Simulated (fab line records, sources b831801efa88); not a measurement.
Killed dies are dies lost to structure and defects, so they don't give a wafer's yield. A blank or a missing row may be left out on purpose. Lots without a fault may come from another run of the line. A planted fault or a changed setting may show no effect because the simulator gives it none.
fab line records | flow sky130
record lots=7 wafers=21 last_day=49
route steps=708 shown SD_N@344 SD_P@359 RES_XHIGH@360 PAD_OPEN@708
lots that met no fault: from a run of the same line without faults
start_h: hours from the record's first day to the start of the lot's first wafer shown | wait_h: hours since the lot's step before | " the same as in the row above | L1.1+2: a row that stands for several wafers | - no value, or no start given | * or withheld: withheld | < > ~ a bound
route shown NAME@n: a module of which the file shows steps, and the number in the route of the first | usual: mean/standard deviation of fault-free wafers | same: alike in all rows | chamber/n: place in a boat | sites: the reading at each site | _std_site: their standard deviation | _edge_site: outer sites' mean less inner sites' | radius_mm: how far each site lies from the wafer's centre | mask NAME#n: copy n | behind: the tool/chamber that last shaped the wafer | hold: why the lot was held/for how many hours/how that ended | device: the transistor (n, p or np) that didn't switch | end of line: the same wafers' tests at the end of the route | a step without rows: its recipe alone | killed: dies lost to structure and defects at the first sort, not the wafer's yield | map: a wafer's dies, x killed, . not, _ none there
set.NAME: the setting as run; set.NAME@STEP: as run at that earlier step | model.NAME: the simulator's own value behind a step, which no gauge read
lots at some steps of the route; a table a step, a row a wafer
services: from which hour (start_h, from the record's first day; less than 0 if before it) a tool's chamber was out of use, for how many hours, and why
## steps
# step SKY_SD_N_COAT_02
# recipe resist=NOVOLAK spin_rpm=3000 resist_thk_nm=1140
# step SKY_SD_N_SOFTBAKE_03
# recipe temp_c=90 time_s=60 resist=NOVOLAK
# step SKY_SD_N_EXPOSE_04
# recipe mask_id=NSDM na=0.6 source_shape=conventional sigma_outer=0.6 polarization=unpolarized target_cd_nm=380 dose_mj=141
# step SKY_SD_N_PEB_05
# recipe temp_c=withheld time_s=* resist=NOVOLAK
# step SKY_SD_N_DEVELOP_06
# recipe resist=NOVOLAK developer=TMAH develop_time_s=60 dev_temp_c=23
# step SKY_SD_N_CD_MEAS_07
# recipe target_cd_nm=380
# usual cd_nm=381.1/1.9
# columns lot.wafer tool chamber start_h wait_h cd_nm
L767.2 cd_sem-01 - 683.32 0.1 381.9
L767.3 " - " " 379.1
L767.4 " - " " 382.5
L769.1 cd_sem-01 - 703.30 0.1 383.7
L769.2 " - " " 382.0
L769.6 " - " " 380.5
L776.1 cd_sem-02 - 761.05 0.1 384.6
L776.3 " - " " 383.8
L776.6 " - " " 383.6
L777.1 cd_sem-01 - 768.85 0.1 382.1
L777.3 " - " " 382.1
L777.5 " - " " 382.3
L778.1 cd_sem-02 - 771.04 0.1 382.4
L778.2 " - " " 380.6
L778.5 " - " " 381.3
L779.1 cd_sem-01 - 779.69 0.1 379.9
L779.2 " - " " 377.4
L779.3 " - " " 376.9
L782.1 cd_sem-02 - 806.00 0.1 383.7
L782.4 " - " " 382.7
L782.6 " - " " 383.4
# step SKY_SD_N_OVL_MEAS_08
# usual SD_N_OVL=0.2/1.7
# columns lot.wafer tool chamber start_h wait_h SD_N_OVL[nm]
L767.2 overlay-01 - 683.42 0.1 -1.7
L767.3 " - " " -0.4
L767.4 " - " " -0.2
L769.1 overlay-02 - 703.42 0.1 0.5
L769.2 " - " " -1.5
L769.6 " - " " -0.5
L776.1 overlay-01 - 761.17 0.1 -0.4
L776.3 " - " " -1.2
L776.6 " - " " -0.3
L777.1 overlay-02 - 768.97 0.1 1.9
L777.3 " - " " 1.5
L777.5 " - " " 1.2
L778.1 overlay-02 - 771.16 0.1 0.3
L778.2 " - " " 0.9
L778.5 " - " " 1.3
L779.1 overlay-01 - 779.81 0.1 -1.4
L779.2 " - " " 1.3
L779.3 " - " " -0.5
L782.1 overlay-02 - 806.12 0.1 -2.5
L782.4 " - " " -1.7
L782.6 " - " " -3.1
# step SKY_SD_N_IMPLANT_09
# recipe species=As energy_kev=50 dose_cm2=4e+15 tilt_deg=0
# step SKY_SD_N_IMPLANT_10
# recipe species=P energy_kev=20 dose_cm2=1e+14 tilt_deg=0
# step SKY_SD_N_STRIP_11
# recipe chemistry=O2/N2 power_w=1400 pressure_mtorr=1500 platen_temp_c=withheld o2_flow_sccm=3000 n2_flow_sccm=300 overash_fraction=0.5
# usual drypump_motor_current_A=5.8/0.57 oes_product_au=0.528/0.0049 strip_time_to_endpoint_s=22.56/0.042
# columns lot.wafer tool chamber start_h wait_h drypump_motor_current_A oes_product_au rf_hours_counter_h strip_time_to_endpoint_s
L767.2 plasma_asher-04 0 683.75 0.1 5.3 0.523 99 22.54
L767.3 " 0 " " 5.3 0.522 - 22.56
L767.4 " 1 " " 5.5 0.530 - 22.56
L769.1 plasma_asher-01 1 703.75 0.1 4.9 0.521 56 22.61
L769.2 " 0 " " 6.5 0.520 56 22.61
L769.6 " 0 " " 6.5 0.538 - 22.61
L776.1 plasma_asher-04 0 761.50 0.1 5.3 0.530 2 22.54
L776.3 " 1 " " 5.5 0.526 - 22.52
L776.6 " 0 " " 5.3 0.527 - 22.50
L777.1 plasma_asher-04 1 769.30 0.1 5.5 0.532 3 22.56
L777.3 " 1 " " 5.5 0.528 - 22.61
L777.5 " 0 " " 5.3 0.528 - 22.60
L778.1 plasma_asher-03 0 771.50 0.1 6.0 0.525 35 22.66
L778.2 " 1 " " 6.7 0.520 35 22.64
L778.5 " 1 " " 6.6 0.532 - 22.59
L779.1 plasma_asher-04 1 780.15 0.1 5.5 0.537 4 22.62
L779.2 " 0 " " 5.3 0.517 4 22.61
L779.3 " 1 " " 5.5 0.526 - 22.59
L782.1 plasma_asher-03 1 806.45 0.1 6.6 0.524 39 22.61
L782.4 " 0 " " 6.1 0.527 - 22.68
L782.6 " 0 " " 6.0 0.524 - 22.65
# step SKY_SD_N_TW_MEAS_12
# usual SD_N_TW=3995/37
# columns lot.wafer tool chamber start_h wait_h SD_N_TW
L767.2 film_metro-03 - 683.86 0.1 3993
L767.3 " - " " 3984
L767.4 " - " " 3982
L769.1 film_metro-04 - 703.85 0.1 4015
L769.2 " - " " 4027
L769.6 " - " " 3994
L776.1 film_metro-03 - 761.60 0.1 4019
L776.3 " - " " 4015
L776.6 " - " " 4017
L777.1 film_metro-03 - 769.40 0.1 4046
L777.3 " - " " 4031
L777.5 " - " " 4056
L778.1 film_metro-03 - 771.60 0.1 4008
L778.2 " - " " 4021
L778.5 " - " " 4018
L779.1 film_metro-03 - 780.25 0.1 4021
L779.2 " - " " 4043
L779.3 " - " " 4032
L782.1 film_metro-03 - 806.55 0.1 3989
L782.4 " - " " 3990
L782.6 " - " " 3999
# step SKY_SD_N_CLEAN_13
# recipe chemistry=SC1/SC2 mix=1:4:20 temp_c=70 time_s=150 dry=n2_spin
# step SKY_SD_N_RTA_14
# recipe temp_c=1075 time_s=2 idle_temp_c=650 ramp_up_c_per_s=150 ramp_down_c_per_s=90 ambient=N2
# usual lamp_power_pct=15.74/0.052 wafer_temp_C_max=1078.0/1.4
# columns lot.wafer tool chamber start_h wait_h lamp_power_pct wafer_temp_C_max
L767.2 rtp_anneal-01 0 683.98 0.0 15.73 1080.0
L767.3 " 0 " " 15.76 1077.9
L767.4 " 0 " " 15.77 1077.9
L769.1 rtp_anneal-01 0 703.96 0.0 15.80 1076.0
L769.2 " 0 " " 15.74 1078.9
L769.6 " 0 " " 15.77 1079.4
L776.1 rtp_anneal-01 0 761.71 0.0 15.71 1088.5
L776.3 " 0 " " 15.83 1086.7
L776.6 " 0 " " 15.80 1086.5
L777.1 rtp_anneal-01 0 769.52 0.0 15.79 1086.8
L777.3 " 0 " " 15.78 1088.9
L777.5 " 0 " " 15.84 1084.9
L778.1 rtp_anneal-02 0 771.71 0.0 15.67 1077.1
L778.2 " 0 " " 15.76 1077.5
L778.5 " 0 " " 15.71 1077.4
L779.1 rtp_anneal-01 0 780.36 0.0 15.88 1088.5
L779.2 " 0 " " 15.81 1084.9
L779.3 " 0 " " 15.86 1089.4
L782.1 rtp_anneal-02 0 806.67 0.0 15.82 1078.4
L782.4 " 0 " " 15.75 1075.1
L782.6 " 0 " " 15.75 1077.1
# step SKY_SD_N_RS_MEAS_16
# recipe thk_meas_gauge=four-point-probe
# usual SD_N_RS=68.55/0.1
# columns lot.wafer tool chamber start_h wait_h SD_N_RS[ohm/sq]
L767.2 film_metro-02 - 684.17 0.1 68.46
L767.3 " - " " 68.47
L767.4 " - " " 68.56
L769.1 film_metro-04 - 704.14 0.1 68.75
L769.2 " - " " 68.57
L769.6 " - " " 68.60
L776.1 film_metro-04 - 761.89 0.1 67.02
L776.3 " - " " 66.97
L776.6 " - " " 66.98
L777.1 film_metro-02 - 769.69 0.1 66.92
L777.3 " - " " 67.14
L777.5 " - " " 67.00
L778.1 film_metro-02 - 771.88 0.1 68.43
L778.2 " - " " 68.46
L778.5 " - " " 68.43
L779.1 film_metro-02 - 780.53 0.1 67.10
L779.2 " - " " 66.92
L779.3 " - " " 66.90
L782.1 film_metro-04 - 806.84 0.1 68.71
L782.4 " - " " 68.62
L782.6 " - " " 68.79
# step SKY_SD_N_RS_MEAS_17
# recipe thk_meas_gauge=four-point-probe
# usual SD_P_RS=147.1/0.34
# columns lot.wafer tool chamber start_h wait_h SD_P_RS[ohm/sq]
L767.2 film_metro-02 - 684.29 0.1 146.5
L767.3 " - " " 146.5
L767.4 " - " " 146.6
L769.1 film_metro-04 - 704.26 0.1 147.0
L769.2 " - " " 146.8
L769.6 " - " " 146.8
L776.1 film_metro-04 - 762.01 0.1 138.7
L776.3 " - " " 138.7
L776.6 " - " " 139.2
L777.1 film_metro-02 - 769.81 0.1 139.4
L777.3 " - " " 139.6
L777.5 " - " " 139.5
L778.1 film_metro-02 - 772.00 0.1 146.8
L778.2 " - " " 146.9
L778.5 " - " " 147.4
L779.1 film_metro-02 - 780.65 0.1 138.9
L779.2 " - " " 139.4
L779.3 " - " " 139.1
L782.1 film_metro-04 - 806.96 0.1 147.5
L782.4 " - " " 147.3
L782.6 " - " " 147.2
# step SKY_SD_N_RS_MEAS_18
# recipe thk_meas_gauge=four-point-probe
# usual RES_XHIGH_RS=333.7/1.3
# columns lot.wafer tool chamber start_h wait_h RES_XHIGH_RS[ohm/sq]
L767.2 film_metro-02 - 684.41 0.1 335.4
L767.3 " - " " 333.4
L767.4 " - " " 333.9
L769.1 film_metro-04 - 704.38 0.1 334.1
L769.2 " - " " 334.4
L769.6 " - " " 333.7
L776.1 film_metro-04 - 762.13 0.1 331.7
L776.3 " - " " 331.1
L776.6 " - " " 331.9
L777.1 film_metro-02 - 769.93 0.1 332.1
L777.3 " - " " 332.4
L777.5 " - " " 333.4
L778.1 film_metro-02 - 772.12 0.1 333.7
L778.2 " - " " 334.4
L778.5 " - " " 333.1
L779.1 film_metro-02 - 780.77 0.1 333.4
L779.2 " - " " 334.2
L779.3 " - " " 334.9
L782.1 film_metro-04 - 807.08 0.1 334.7
L782.4 " - " " 334.9
L782.6 " - " " 334.7
# step SKY_PAD_OPEN_PROBE_99
# usual killed_at_M0_to_M3=45/7.3 killed_at_M4_up=3.1/1.7 killed_at_contacts=25/5.1 killed_at_front_end=15/4.5 killed_at_other=0.3/0.56 killed_dies=88/9.4 killed_open=47/6.6 killed_short=40/6.9
# same gross_dies=492 killed_at_back_side=0
# columns lot.wafer tool chamber start_h wait_h killed_at_M0_to_M3 killed_at_M4_up killed_at_contacts killed_at_front_end killed_at_other killed_dies killed_open killed_short model.etest.res_xhigh_po.line_ohm_um model.etest.res_xhigh_po.rs_ohm_sq model.etest.pfet_01v8.r_on_ohm_um model.etest.res_pdiff.line_ohm_um model.etest.res_high_po.line_ohm_um model.etest.licon_high_po.rc_ohm model.etest.res_ndiff.line_ohm_um model.etest.res_high_po.rs_ohm_sq
L767.2 prober-01 - 1101.51 0.1 50 2 33 11 0 96 50 46 5536 1928 2896 1315 713.2 327.6 771.1 253.7
L767.3 prober-01 - 1101.56 0.2 45 3 17 21 0 86 48 38 5579 1968 3025 1320 737.1 354.8 752.6 258.7
L767.4 prober-01 - 1101.61 0.2 44 3 22 8 0 77 43 34 5620 1942 2871 1332 739.1 341.5 751.5 258.2
L769.1 prober-01 - 1116.86 0.1 41 1 27 22 1 92 52 40 5882 2065 2854 1342 757.8 360.4 752 265.1
L769.2 prober-01 - 1116.91 0.1 49 3 32 16 1 101 55 46 5870 2040 2936 1363 745.5 346.3 759 262.6
L769.6 prober-01 - 1117.11 0.2 35 1 32 29 0 97 55 42 6152 2154 2886 1340 771.1 362.2 745.8 269
L776.1 prober-02 - 1157.57 0.1 41 2 20 15 1 79 42 37 5013 1750 2829 1298 669.7 299.8 740.3 237.7
L776.3 prober-02 - 1157.67 0.2 37 2 17 11 1 68 35 33 5156 1838 2778 1269 685.7 328.1 736.7 245.4
L776.6 prober-02 - 1157.82 0.2 56 3 28 9 0 96 54 42 5114 1783 2768 1271 694.5 297.6 748.4 243.3
L777.1 prober-02 - 1163.61 0.1 46 2 16 15 0 79 36 43 5214 1808 2765 1268 699.7 320.5 739.9 244.1
L777.3 prober-02 - 1163.71 0.2 37 4 33 17 0 91 48 43 5186 1803 2736 1264 697.3 316.6 726.6 243.6
L777.5 prober-02 - 1163.81 0.2 31 4 29 14 0 78 42 36 5372 1866 2751 1235 707.8 325.5 724.5 246.1
L778.1 prober-01 - 1164.52 0.1 48 3 19 16 0 86 40 46 5634 1978 3069 1369 745 360.6 753.3 263.9
L778.2 prober-01 - 1164.57 0.1 58 4 22 14 0 98 46 52 5955 2076 3008 1366 761.2 354.8 753 266.1
L778.5 prober-01 - 1164.72 0.2 37 3 30 15 0 85 49 36 5592 1960 3069 1396 738.8 364.7 758.2 259.1
L779.1 prober-02 - 1168.82 0.1 37 4 22 16 0 79 48 31 5249 1845 2676 1341 709.6 311.8 748.3 247.5
L779.2 prober-02 - 1168.87 0.1 49 3 22 9 0 83 51 32 5534 1880 2717 1318 724.2 329.1 754.6 251.9
L779.3 prober-02 - 1168.92 0.2 39 2 29 17 0 87 53 34 5586 1910 2698 1336 738.3 323.4 757.6 254.5
L782.1 prober-01 - 1187.10 0.1 43 0 24 16 1 84 50 34 5515 1899 2866 1371 735.8 334.6 781.9 254.5
L782.4 prober-01 - 1187.25 0.2 48 3 24 8 1 84 36 47 5678 2002 2907 1369 734.1 355.1 779.3 260.3
L782.6 prober-01 - 1187.35 0.2 44 4 22 12 0 82 40 42 5621 1958 2880 1373 745.4 354.3 771.1 258.7
# killed by level:class
L767.2 LI_CONTACT:geometric_particle:open=12 VIA1:geometric_particle:open=9 CONTACT:geometric_particle:open=8 VIA3:geometric_particle:open=8 VIA1:geometric_particle:short=7 METAL2:geometric_particle:short=6 METAL1:geometric_particle:short=5 CONTACT:geometric_particle:short=5
L767.3 VIA1:geometric_particle:open=13 POLY_GATE:geometric_particle:open=8 VIA2:geometric_particle:open=7 FIELD_ISO:geometric_particle:short=5 METAL1:geometric_particle:short=5 METAL2:geometric_particle:short=5 VIA3:geometric_particle:open=5 LI_CONTACT:geometric_particle:short=4
L767.4 CONTACT:geometric_particle:open=13 VIA1:geometric_particle:open=9 VIA3:geometric_particle:open=9 METAL2:geometric_particle:short=6 VIA1:geometric_particle:short=4 VIA2:geometric_particle:short=4 VIA2:geometric_particle:open=4 FIELD_ISO:geometric_particle:short=3
L769.1 CONTACT:geometric_particle:open=10 LI_CONTACT:geometric_particle:open=9 VIA1:geometric_particle:open=8 FIELD_ISO:geometric_particle:short=6 VIA1:geometric_particle:short=6 FIELD_ISO:geometric_particle:open=5 METAL1:geometric_particle:short=5 VIA2:geometric_particle:open=5
L769.2 VIA1:geometric_particle:open=16 VIA2:geometric_particle:open=10 LI_CONTACT:geometric_particle:open=10 CONTACT:geometric_particle:short=9 POLY_GATE:geometric_particle:short=7 CONTACT:geometric_particle:open=6 VIA1:geometric_particle:short=5 LI_CONTACT:geometric_particle:short=4
L769.6 CONTACT:geometric_particle:open=11 VIA1:geometric_particle:open=11 FIELD_ISO:geometric_particle:short=10 LI_CONTACT:geometric_particle:open=10 LI_CONTACT:geometric_particle:short=6 VIA3:geometric_particle:open=6 FIELD_ISO:geometric_particle:open=5 POLY_GATE:geometric_particle:short=5
L776.1 CONTACT:geometric_particle:open=8 VIA1:geometric_particle:open=7 METAL2:geometric_particle:short=7 VIA2:geometric_particle:open=7 METAL1:geometric_particle:short=5 POLY_GATE:geometric_particle:open=4 LI_CONTACT:geometric_particle:short=4 LI_CONTACT:geometric_particle:open=4
L776.3 VIA1:geometric_particle:open=7 LI_CONTACT:geometric_particle:open=6 CONTACT:geometric_particle:open=5 METAL1:geometric_particle:short=5 VIA2:geometric_particle:open=5 VIA1:geometric_particle:short=4 METAL2:geometric_particle:short=4 METAL3:geometric_particle:short=4
L776.6 CONTACT:geometric_particle:open=15 VIA1:geometric_particle:open=10 VIA2:geometric_particle:open=10 VIA3:geometric_particle:open=8 METAL2:geometric_particle:short=8 METAL1:geometric_particle:short=7 VIA1:geometric_particle:short=5 METAL3:geometric_particle:short=5
L777.1 VIA1:geometric_particle:open=12 POLY_GATE:geometric_particle:short=9 METAL2:geometric_particle:short=8 VIA2:geometric_particle:open=6 LI_CONTACT:geometric_particle:open=4 CONTACT:geometric_particle:open=4 VIA1:geometric_particle:short=4 VIA3:geometric_particle:short=4
L777.3 LI_CONTACT:geometric_particle:open=10 CONTACT:geometric_particle:open=9 VIA1:geometric_particle:open=8 FIELD_ISO:geometric_particle:short=6 CONTACT:geometric_particle:short=6 LOCAL_INTERCONNECT:geometric_particle:short=5 VIA2:geometric_particle:open=5 POLY_GATE:geometric_particle:open=4
L777.5 CONTACT:geometric_particle:open=9 LI_CONTACT:geometric_particle:open=8 VIA1:geometric_particle:open=6 LOCAL_INTERCONNECT:geometric_particle:short=5 METAL1:geometric_particle:short=5 CONTACT:geometric_particle:short=4 FIELD_ISO:geometric_particle:short=3 POLY_GATE:geometric_particle:open=3
L778.1 METAL1:geometric_particle:short=10 LI_CONTACT:geometric_particle:open=8 VIA1:geometric_particle:open=7 VIA3:geometric_particle:open=6 VIA3:geometric_particle:short=5 METAL2:geometric_particle:short=5 FIELD_ISO:geometric_particle:short=4 POLY_GATE:geometric_particle:open=4
L778.2 VIA2:geometric_particle:open=10 METAL1:geometric_particle:short=10 VIA1:geometric_particle:open=9 LI_CONTACT:geometric_particle:open=6 CONTACT:geometric_particle:open=6 METAL3:geometric_particle:short=6 CONTACT:geometric_particle:short=5 VIA1:geometric_particle:short=5
L778.5 VIA1:geometric_particle:open=14 CONTACT:geometric_particle:short=8 CONTACT:geometric_particle:open=8 LI_CONTACT:geometric_particle:open=7 VIA2:geometric_particle:open=7 VIA2:geometric_particle:short=6 FIELD_ISO:geometric_particle:open=5 FIELD_ISO:geometric_particle:short=4
L779.1 LI_CONTACT:geometric_particle:open=10 VIA3:geometric_particle:open=8 CONTACT:geometric_particle:open=6 VIA1:geometric_particle:short=6 VIA2:geometric_particle:open=5 VIA1:geometric_particle:open=5 POLY_GATE:geometric_particle:open=4 POLY_GATE:geometric_particle:short=4
L779.2 VIA1:geometric_particle:open=13 LI_CONTACT:geometric_particle:open=8 CONTACT:geometric_particle:open=8 VIA2:geometric_particle:open=6 VIA3:geometric_particle:open=5 METAL1:geometric_particle:short=4 VIA3:geometric_particle:short=4 FIELD_ISO:geometric_particle:open=3
L779.3 VIA1:geometric_particle:open=11 LI_CONTACT:geometric_particle:open=10 CONTACT:geometric_particle:open=9 VIA3:geometric_particle:open=7 FIELD_ISO:geometric_particle:short=6 FIELD_ISO:geometric_particle:open=5 VIA1:geometric_particle:short=4 LOCAL_INTERCONNECT:geometric_particle:short=4
L782.1 CONTACT:geometric_particle:open=12 POLY_GATE:geometric_particle:open=10 VIA1:geometric_particle:open=8 METAL1:geometric_particle:short=7 VIA3:geometric_particle:open=7 LI_CONTACT:geometric_particle:open=5 METAL3:geometric_particle:short=5 VIA2:geometric_particle:short=4
L782.4 VIA1:geometric_particle:open=11 CONTACT:geometric_particle:open=8 VIA2:geometric_particle:open=7 METAL1:geometric_particle:short=6 METAL3:geometric_particle:short=6 LI_CONTACT:geometric_particle:open=5 CONTACT:geometric_particle:short=5 METAL2:geometric_particle:short=5
L782.6 VIA1:geometric_particle:open=10 CONTACT:geometric_particle:open=8 VIA3:geometric_particle:open=8 VIA1:geometric_particle:short=6 CONTACT:geometric_particle:short=6 METAL3:geometric_particle:short=6 METAL2:geometric_particle:short=5 FIELD_ISO:geometric_particle:short=4
## services
# columns tool chamber start_h hours kind
plasma_asher-04 - 683.06 0.6 repair
plasma_asher-03 - 710.13 1.7 repair
plasma_asher-04 - 725.56 2.1 repair
plasma_asher-04 - 733.75 9.0 pm
plasma_asher-04 0 733.75 9.0 vent_cycle
plasma_asher-04 1 733.75 9.0 vent_cycle
plasma_asher-04 0 742.75 - clean
plasma_asher-04 1 742.75 - clean
plasma_asher-01 - 784.87 1.8 repair
## key
first_sign step=SKY_SD_N_RTA_14 reading=wafer_temp_C_max direction=up sigmas=6.8 usual=* struck=*
effect step=SKY_SD_N_RTA_14 reading=lamp_power_pct direction=up sigmas=1.4 usual=15.74 struck=15.81
effect step=SKY_SD_N_RS_MEAS_16 reading=SD_N_RS direction=down sigmas=15 usual=68.55 struck=67.00
effect step=SKY_SD_N_RS_MEAS_17 reading=SD_P_RS direction=down sigmas=23 usual=147.1 struck=139.1
model_effect step=SKY_PAD_OPEN_PROBE_99 value=etest.res_xhigh_po.line_ohm_um without=5749 struck=5269
met_at SKY_SD_N_RTA_14
struck_wafers L776.1,L776.3,L776.6,L777.1,L777.3,L777.5,L779.1,L779.2,L779.3
tester_left_out L776,L777,L779
onset_between 703.96 761.71
fault kind=process_parameter_drift tool=rtp_anneal-01 chamber=- onset_h=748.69 steps=SKY_SD_N_RTA_14 channel=temp_c offset=* shape=step end_h=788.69 acts_in=* stated=*
# tester_left_out: of these lots the tester's yield and bins aren't shown, on N5 and GAA mostly nor the transistor test; their killed dies are dies lost to structure and defects alone, not to doping, threshold or leakage, so they don't give the yield
